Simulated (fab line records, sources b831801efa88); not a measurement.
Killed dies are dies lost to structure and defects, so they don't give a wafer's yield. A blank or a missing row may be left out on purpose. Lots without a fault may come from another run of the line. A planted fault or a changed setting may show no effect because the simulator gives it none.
Which tool did it? | flow sky130 | 24 lots, 72 wafers sampled, at 3 steps of a route of 708

WHAT THE GAUGES READ, wafer by wafer
SKY_METAL1_THK_MEAS_06: measures by xrf.
lot  | measured     | on            | METAL1_ALCU_THK (nm)
L074 | day 32 12:32 | film_metro-03 | 255.6 252.5 252.0
L076 | day 32 20:29 | film_metro-04 | 251.2 252.9 253.1
L075 | day 32 21:17 | film_metro-04 | 248.2 246.8 249.1
L077 | day 33 09:02 | film_metro-04 | 256.1 254.0 254.6
L078 | day 33 13:56 | film_metro-04 | 251.0 247.7 248.7
L079 | day 33 19:20 | film_metro-03 | 252.1 249.7 252.3
L080 | day 34 00:47 | film_metro-03 | 254.5 255.4 253.2
L081 | day 34 07:24 | film_metro-04 | 256.9 258.9 254.8
L082 | day 34 18:51 | film_metro-04 | 251.5 256.2 252.8
L083 | day 34 22:30 | film_metro-01 | 254.6 252.9 253.6
L084 | day 35 06:46 | film_metro-01 | 251.3 251.2 249.7
L085 | day 35 15:05 | film_metro-04 | 249.4 251.4 252.1
L086 | day 35 20:18 | film_metro-01 | 252.0 253.8 254.7
L087 | day 36 09:51 | film_metro-04 | 254.5 256.1 254.2
L088 | day 36 10:53 | film_metro-01 | 255.2 256.1 254.4
L089 | day 36 19:30 | film_metro-03 | 253.4 256.7 253.0
L090 | day 36 20:52 | film_metro-03 | 250.9 253.2 250.3
L091 | day 37 01:37 | film_metro-04 | 250.4 251.8 252.9
L092 | day 37 08:25 | film_metro-01 | 250.1 254.2 253.9
L093 | day 37 20:52 | film_metro-04 | 252.5 254.8 250.4
L094 | day 38 00:53 | film_metro-04 | 248.3 249.2 246.9
L095 | day 38 09:40 | film_metro-04 | 254.0 254.0 254.7
L096 | day 38 18:11 | film_metro-01 | 252.9 251.8 253.1
L097 | day 39 02:01 | film_metro-04 | 252.5 250.6 253.6

WHICH TOOL RAN EACH LOT (tool, then ch and the chambers of the sampled wafers, then the start)
lot  | SKY_LI_CONTACT_STRIP_16              | SKY_CONTACT_CMP_27
L074 | plasma_asher-04 ch 0,1, day 30 00:23 | cmp-02 ch 0,2,3, day 32 12:01
L076 | plasma_asher-03 ch 0,1, day 30 08:12 | cmp-01 ch 0,2,3, day 32 19:55
L075 | plasma_asher-04 ch 0,1, day 30 09:01 | cmp-01 ch 0,1,3, day 32 20:43
L077 | plasma_asher-04 ch 1, day 30 20:54   | cmp-01 ch 0,1,3, day 33 08:32
L078 | plasma_asher-02 ch 0,1, day 31 03:11 | cmp-02 ch 1,2,3, day 33 13:25
L079 | plasma_asher-02 ch 0,1, day 31 07:23 | cmp-02 ch 0,1,3, day 33 18:48
L080 | plasma_asher-03 ch 0,1, day 31 14:20 | cmp-02 ch 1,2,3, day 34 00:13
L081 | plasma_asher-02 ch 0,1, day 31 18:48 | cmp-02 ch 1,2,3, day 34 06:50
L082 | plasma_asher-02 ch 0,1, day 32 08:48 | cmp-02 ch 0,1,3, day 34 18:17
L083 | plasma_asher-04 ch 0,1, day 32 12:18 | cmp-02 ch 0,2,3, day 34 21:56
L084 | plasma_asher-04 ch 0,1, day 32 21:05 | cmp-01 ch 0,1,2, day 35 06:16
L085 | plasma_asher-03 ch 0,1, day 33 05:14 | cmp-02 ch 1,2,3, day 35 14:34
L086 | plasma_asher-03 ch 0,1, day 33 11:22 | cmp-01 ch 0,1,2, day 35 19:49
L087 | plasma_asher-03 ch 0,1, day 34 00:59 | cmp-02 ch 1,3, day 36 09:17
L088 | plasma_asher-02 ch 0,1, day 34 01:45 | cmp-02 ch 2,3, day 36 10:20
L089 | plasma_asher-02 ch 1, day 34 09:41   | cmp-02 ch 0,2, day 36 18:56
L090 | plasma_asher-02 ch 0,1, day 34 12:11 | cmp-02 ch 0,2, day 36 20:20
L091 | plasma_asher-03 ch 0,1, day 34 17:06 | cmp-01 ch 0,1,3, day 37 01:04
L092 | plasma_asher-04 ch 0,1, day 34 23:30 | cmp-02 ch 0,2,3, day 37 07:52
L093 | plasma_asher-03 ch 0,1, day 35 11:57 | cmp-01 ch 0,1,2, day 37 20:18
L094 | plasma_asher-04 ch 0,1, day 35 16:29 | cmp-02 ch 0,3, day 38 00:22
L095 | plasma_asher-02 ch 0,1, day 36 01:26 | cmp-02 ch 1,2,3, day 38 09:07
L096 | plasma_asher-02 ch 0,1, day 36 11:13 | cmp-01 ch 1,2,3, day 38 17:44
L097 | plasma_asher-03 ch 0,1, day 36 18:26 | cmp-01 ch 1,2,3, day 39 01:27
- SKY_LI_CONTACT_STRIP_16: strips in O2/N2.
- SKY_CONTACT_CMP_27: polishes, stops on SiO2, t overpolish 15 s, target thk 0 nm.

WHAT THE TOOLS THEMSELVES READ (means of the sampled wafers that have a number; where no wafer has one, the mark that the record gives instead)
SKY_LI_CONTACT_STRIP_16.
lot  | tool            | chamber_pressure_mTorr (mTorr) | drypump_motor_current_A (A) | o2_flow_sccm (sccm) | oes_product_au (a.u.) | strip_time_to_endpoint_s (s)
L074 | plasma_asher-04 | 1499.7                         | 5.4                         | 2996                | 0.376                 | 3.541
L076 | plasma_asher-03 | 1499.2                         | 5.8                         | 3004                | 0.372                 | 3.474
L075 | plasma_asher-04 | 1498.9                         | 5.4                         | 2994                | 0.375                 | 3.517
L077 | plasma_asher-04 | 1500.3                         | 5.6                         | 2997                | 0.373                 | 3.513
L078 | plasma_asher-02 | 1501.1                         | 6.0                         | 2999                | 0.377                 | 3.504
L079 | plasma_asher-02 | 1501.1                         | 6.0                         | 3000                | 0.376                 | 3.496
L080 | plasma_asher-03 | 1499.3                         | 5.9                         | 2998                | 0.377                 | 3.477
L081 | plasma_asher-02 | 1500.6                         | 5.6                         | 2995                | 0.378                 | 3.492
L082 | plasma_asher-02 | 1500.6                         | 6.0                         | 3008                | 0.377                 | 3.505
L083 | plasma_asher-04 | 1499.9                         | 5.4                         | 2998                | 0.375                 | 3.521
L084 | plasma_asher-04 | 1499.0                         | 5.4                         | 2995                | 0.381                 | 3.521
L085 | plasma_asher-03 | 1499.6                         | 5.8                         | 3001                | 0.376                 | 3.516
L086 | plasma_asher-03 | 1502.0                         | 5.8                         | 3005                | 0.382                 | 3.523
L087 | plasma_asher-03 | 1499.6                         | 5.9                         | 3002                | 0.380                 | 3.532
L088 | plasma_asher-02 | 1500.9                         | 6.0                         | 3001                | 0.375                 | 3.482
L089 | plasma_asher-02 | 1499.6                         | 5.2                         | 2997                | 0.376                 | 3.470
L090 | plasma_asher-02 | 1500.6                         | 5.6                         | 2999                | 0.380                 | 3.511
L091 | plasma_asher-03 | 1500.7                         | 5.9                         | 3005                | 0.374                 | 3.500
L092 | plasma_asher-04 | 1500.2                         | 5.5                         | 3000                | 0.372                 | 3.531
L093 | plasma_asher-03 | 1498.5                         | 5.8                         | 3002                | 0.377                 | 3.488
L094 | plasma_asher-04 | 1500.0                         | 5.5                         | 2995                | 0.377                 | 3.518
L095 | plasma_asher-02 | 1501.1                         | 5.6                         | 3008                | 0.379                 | 3.517
L096 | plasma_asher-02 | 1501.2                         | 5.6                         | 3010                | 0.376                 | 3.521
L097 | plasma_asher-03 | 1500.7                         | 5.8                         | 3001                | 0.374                 | 3.466

SKY_CONTACT_CMP_27.
lot  | tool   | motor_current_A (A) | overpolish_run_s (s) | time_to_endpoint_s (s)
L074 | cmp-02 | 10.0                | 14.993               | 84
L076 | cmp-01 | 11.8                | 15.006               | 79
L075 | cmp-01 | 11.3                | 14.998               | 84
L077 | cmp-01 | 11.5                | 14.992               | 80
L078 | cmp-02 | 10.0                | 14.992               | 83
L079 | cmp-02 | 10.5                | 15.001               | 87
L080 | cmp-02 | 9.8                 | 15.011               | 89
L081 | cmp-02 | 10.2                | 15.001               | 85
L082 | cmp-02 | 10.4                | 14.991               | 86
L083 | cmp-02 | 10.1                | 14.993               | 84
L084 | cmp-01 | 11.7                | 15.001               | 82
L085 | cmp-02 | 9.9                 | 14.997               | 86
L086 | cmp-01 | 11.9                | 15.001               | 81
L087 | cmp-02 | 10.3                | 15.007               | 86
L088 | cmp-02 | 9.7                 | 15.000               | 87
L089 | cmp-02 | 10.2                | 15.006               | 84
L090 | cmp-02 | 9.6                 | 14.989               | 88
L091 | cmp-01 | 10.7                | 15.007               | 83
L092 | cmp-02 | 10.3                | 15.003               | 85
L093 | cmp-01 | 12.0                | 15.002               | 80
L094 | cmp-02 | 10.2                | 15.004               | 82
L095 | cmp-02 | 9.9                 | 15.004               | 85
L096 | cmp-01 | 11.7                | 15.004               | 81
L097 | cmp-01 | 11.1                | 15.004               | 80

THE ANSWER, worked out from the rows above alone
Rule: what is usual is taken from the lots themselves. Put in order of their means at a reading, lots are off if they are a third of the lots or fewer, leave a main group of 4 or more, and stand apart from it by a gap of 3 or more times the standard deviation of the main group's means; of several such gaps the widest counts. A main group whose means are all the same, to the digits that the tables above print for the reading, isn't used. A lot without any number at a reading at which 4 lots or more have one is off too. The other lots that the step has rows for count as sound. The gauges are gone through in route order, then the tools' own readings, and for those a lot's mean is taken as printed above. The first step at which some lot is off is used, and at that step the reading that is off furthest; a lot without a number counts as furthest.
No lot is off at any reading shown: from this, nothing can be told.

WHAT THE SIMULATOR HAD PUT IN
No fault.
